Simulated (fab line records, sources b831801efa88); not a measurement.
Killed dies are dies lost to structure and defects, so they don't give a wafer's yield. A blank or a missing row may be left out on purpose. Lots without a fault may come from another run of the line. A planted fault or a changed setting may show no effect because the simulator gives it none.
One fault seen from 2 desks | flow gf180mcu | each desk has only its own numbers; what lay behind them comes last

THE METROLOGY DESK
What the gauges read, lot by lot, whatever tool the lot ran on: means of the sampled wafers that have a number. A lot is out of limits, marked OUT, if its mean lies more than 4 standard deviations from the usual mean; the brackets give that distance.
Columns: A = V2_W_RS at GF_V2_RS_MEAS_24, usual 0.328 ohm/sq; B = V2_W_THK at GF_V2_THK_MEAS_25, usual 365 nm; C = V5_W_RS at GF_V5_RS_MEAS_24, usual 0.324 ohm/sq
lot  | first seen here | A               | B             | C
L337 | day 20 23:39    | 0.327           | 363           | 0.329
L338 | day 21 08:30    | 0.330           | 360           | 0.327
L339 | day 21 16:10    | 0.327           | 364           | 0.323
L344 | day 23 08:02    | 0.386 (+16) OUT | 307 (-10) OUT | 0.322
L345 | day 23 17:28    | 0.391 (+17) OUT | 302 (-11) OUT | 0.323
L353 | day 26 08:14    | 0.325           | 373           | 0.324
L354 | day 26 19:38    | 0.328           | 365           | 0.320
L355 | day 26 20:34    | 0.334           | 356           | 0.328
L356 | day 27 05:28    | 0.330           | 375           | 0.325
L358 | day 27 20:43    | 0.331           | 362           | 0.325
This desk's finding: out of limits on L344, L345; first on L344, day 23 08:02 (V2_W_RS at GF_V2_RS_MEAS_24). In limits: L337, L338, L339, L353, L354, L355, L356, L358.

THE TOOL OWNER'S DESK: cvd_w-01
The tool's own readings at GF_V2_CVD_23 (deposits W, target thk 350 nm, time 104.94 s): means of the sampled wafers that have a number, for each lot that ran on this tool. A lot is out of limits, marked OUT, if its mean lies more than 4 standard deviations from the usual mean; the brackets give that distance.
Columns: A = heater_power_w at GF_V2_CVD_23, usual 799 W; B = susceptor_temp_C at GF_V2_CVD_23, usual 400.01 C
lot  | first seen here | A   | B
L337 | day 20 23:32    | 824 | 400.14
L344 | day 23 07:55    | 736 | 391.11 (-37) OUT
L345 | day 23 17:21    | 730 | 390.79 (-38) OUT
L354 | day 26 19:31    | 802 | 400.16
L355 | day 26 20:27    | 826 | 400.17
L358 | day 27 20:36    | 837 | 399.97
This desk's finding: out of limits on L344, L345; first on L344, day 23 07:55 (susceptor_temp_C at GF_V2_CVD_23). In limits: L337, L354, L355, L358.

PUT TOGETHER
The tool owner's desk could have raised an alarm at day 23 07:55, on L344, L345.
The metrology desk could have raised an alarm at day 23 08:02, on L344, L345.
Of the lots named, all ran GF_V2_CVD_23 on cvd_w-01.

WHAT THE SIMULATOR HAD PUT IN
Process parameter drift: cvd_w-01, from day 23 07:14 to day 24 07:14, at GF_V2_CVD_23. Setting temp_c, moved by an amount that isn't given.
Lots struck among those shown: L344, L345.
Hours from the fault's start to each desk's first reading out of limits: the tool owner's desk, 1; the metrology desk, 1.
